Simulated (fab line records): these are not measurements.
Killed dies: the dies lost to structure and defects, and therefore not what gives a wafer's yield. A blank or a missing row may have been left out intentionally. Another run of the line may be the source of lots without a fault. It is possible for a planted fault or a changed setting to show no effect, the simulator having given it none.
A struck lot beside a sound one + flow gf180mcu + 45 out of 602 route steps
Sound: wafers L483.1, L483.5, L483.6. Struck: wafers L495.1, L495.3, L495.4. The cause is named last.
Order at every step that has rows: each side's tool, ch and its chambers, its first start. Under that, the readings that differ: sound wafers + struck wafers + difference of the means + sigmas: that difference in standard deviations of wafers without a fault.
alike: readings with means less than 2 such deviations apart, plus words and numbers identical on both sides. not compared: withheld readings, readings lacking a value on some wafer, bounds such as >300 that could conceal the same value, and numbers that have no deviation in the record and whose values overlap.
Wherever a step has rows on one side only, a row that says differs or no value, or a row with sigmas, the two part there. Numbers that don't overlap but have no deviation are shown without sigmas and don't part them. Lack of a reading on every wafer of one side parts them only where that side has two or more wafers.

first, 5 steps without rows for these wafers: GF_MVSD_COAT_02 (resist thk 3000 nm); GF_MVSD_SOFTBAKE_03; GF_MVSD_EXPOSE_04 (exposes mask MVSD, target cd 1000 nm); GF_MVSD_PEB_05; GF_MVSD_DEVELOP_06 (develop time 60 s).
GF_MVSD_OVL_MEAS_07:
  struck on overlay-02, day 7 14:28; sound on overlay-02, day 4 16:46
  alike: MVSD_OVL
then, 2 steps without rows for these wafers: GF_MVSD_IMPLANT_08; GF_MVSD_IMPLANT_09.
GF_MVSD_STRIP_10: strips in O2/N2.
  sound on plasma asher-01 ch 0,1, day 4 17:06; struck on plasma asher-01 ch 0,1, day 7 14:48
  alike: drypump motor current A, heater power w, n2 flow sccm, oes product au, strip time to endpoint s
  not compared: rf hours counter h
GF_MVSD_TW_MEAS_11:
  struck on film metro-03, day 7 14:54; sound on film metro-01, day 4 17:12
  alike: MVSD_TW
then, 2 steps without rows for these wafers: GF_MVPSD_DEHYDRATE_00 (time 60 s); GF_MVPSD_HMDS_01 (prime time 60 s).
GF_MVPSD_COAT_02: resist thk 3000 nm.
  sound on litho track-02 ch 0, day 4 23:19; struck on litho track-03, day 7 21:44
  no value came back on the struck wafers for chill plate temp C (C), dispense pressure kPa (kPa), spin speed rpm (rpm); on the sound wafers chill plate temp C (C) reads 22.98 23.03 23.08
then, 4 steps without rows for these wafers: GF_MVPSD_SOFTBAKE_03; GF_MVPSD_EXPOSE_04 (exposes mask MVPSD, target cd 1000 nm); GF_MVPSD_PEB_05; GF_MVPSD_DEVELOP_06 (develop time 60 s).
GF_MVPSD_OVL_MEAS_07:
  struck on overlay-01, day 8 05:31; sound on overlay-02, day 5 06:43
| reading        | sound        | struck | difference                    | sigmas |
|----------------|--------------|--------|-------------------------------|--------|
| MVPSD_OVL (nm) | 0.5 -1.3 0.8 | - - -  | no value on the struck wafers |        |
then, 2 steps without rows for these wafers: GF_MVPSD_IMPLANT_08; GF_MVPSD_IMPLANT_09.
GF_MVPSD_STRIP_10: strips in O2/N2.
  sound on plasma asher-03 ch 0,1, day 5 07:03; struck on plasma asher-03 ch 0,1, day 8 05:50
  no value came back on the struck wafers for oes product au (a.u.), strip time to endpoint s (s); on the sound wafers oes product au (a.u.) reads 0.719 0.723 0.718
  alike: drypump motor current A, heater power w, n2 flow sccm
  not compared: rf hours counter h
GF_MVPSD_TW_MEAS_11:
  struck on film metro-03, day 8 05:56; sound on film metro-02, day 5 07:09
| reading  | sound       | struck      | difference | sigmas |
|----------|-------------|-------------|------------|--------|
| MVPSD_TW | 559 557 558 | 545 545 545 | -13        | -2     |
then, 7 steps without rows for these wafers: GF_VT_IMPLANT_DEHYDRATE_00 (time 60 s); GF_VT_IMPLANT_HMDS_01 (prime time 60 s); GF_VT_IMPLANT_COAT_02 (resist thk 1000 nm); GF_VT_IMPLANT_SOFTBAKE_03 (time 60 s); GF_VT_IMPLANT_EXPOSE_04 (exposes mask LVPWELL LV AREA, target cd 600 nm); GF_VT_IMPLANT_PEB_05; GF_VT_IMPLANT_DEVELOP_06 (develop time 60 s).
GF_VT_IMPLANT_OVL_MEAS_07:
  struck on overlay-02, day 8 22:01; sound on overlay-01, day 5 21:37
  alike: VT_IMPLANT_OVL
after that, 1 step had no rows for these wafers: GF_VT_IMPLANT_IMPLANT_08.
GF_VT_IMPLANT_STRIP_09: strips in O2/N2.
  sound on plasma asher-04 ch 0,1, day 5 21:48; struck on plasma asher-02 ch 0,1, day 8 22:12
  alike: drypump motor current A, heater power w, n2 flow sccm, oes product au, strip time to endpoint s
  not compared: rf hours counter h
GF_VT_IMPLANT_TW_MEAS_10:
  struck on film metro-04, day 8 22:18; sound on film metro-04, day 5 21:54
| reading       | sound       | struck      | difference | sigmas |
|---------------|-------------|-------------|------------|--------|
| VT_IMPLANT_TW | 556 554 553 | 694 692 692 | +138       | +43    |
then, 7 steps without rows for these wafers: GF_VT_IMPLANT_DEHYDRATE_11 (time 60 s); GF_VT_IMPLANT_HMDS_12 (prime time 60 s); GF_VT_IMPLANT_COAT_13 (resist thk 1000 nm); GF_VT_IMPLANT_SOFTBAKE_14 (time 60 s); GF_VT_IMPLANT_EXPOSE_15 (exposes mask Nwell LV AREA, target cd 860 nm); GF_VT_IMPLANT_PEB_16; GF_VT_IMPLANT_DEVELOP_17 (develop time 60 s).
GF_VT_IMPLANT_OVL_MEAS_18:
  struck on overlay-01, day 9 15:44; sound on overlay-01, day 6 12:19
  alike: VT_IMPLANT_01_OVL
after that, 1 step had no rows for these wafers: GF_VT_IMPLANT_IMPLANT_19.
GF_VT_IMPLANT_TW_MEAS_21:
  struck on film metro-03, day 9 16:01; sound on film metro-04, day 6 12:36
| reading         | sound          | struck         | difference | sigmas |
|-----------------|----------------|----------------|------------|--------|
| VT_IMPLANT_2_TW | 1202 1205 1208 | 1235 1233 1237 | +30        | +4     |
GF_VT_IMPLANT_TW_MEAS_32:
  struck on film metro-01, day 10 10:10; sound on film metro-04, day 7 03:49
| reading         | sound             | struck            | difference | sigmas      |
|-----------------|-------------------|-------------------|------------|-------------|
| VT_IMPLANT_3_TW | 268.4 268.9 267.3 | 567.1 566.4 567.2 | +298.7     | +99 or more |
GF_VT_IMPLANT_TW_MEAS_43:
  struck on film metro-01, day 11 04:00; sound on film metro-04, day 7 19:52
| reading         | sound       | struck      | difference | sigmas |
|-----------------|-------------|-------------|------------|--------|
| VT_IMPLANT_4_TW | 687 692 685 | 786 780 780 | +94        | +24    |

== WHERE THEY PART ==
Last at GF_VT_IMPLANT_TW_MEAS_43 as far as this record goes, first at GF_MVPSD_COAT_02.

WHY: what had been put in by the simulator
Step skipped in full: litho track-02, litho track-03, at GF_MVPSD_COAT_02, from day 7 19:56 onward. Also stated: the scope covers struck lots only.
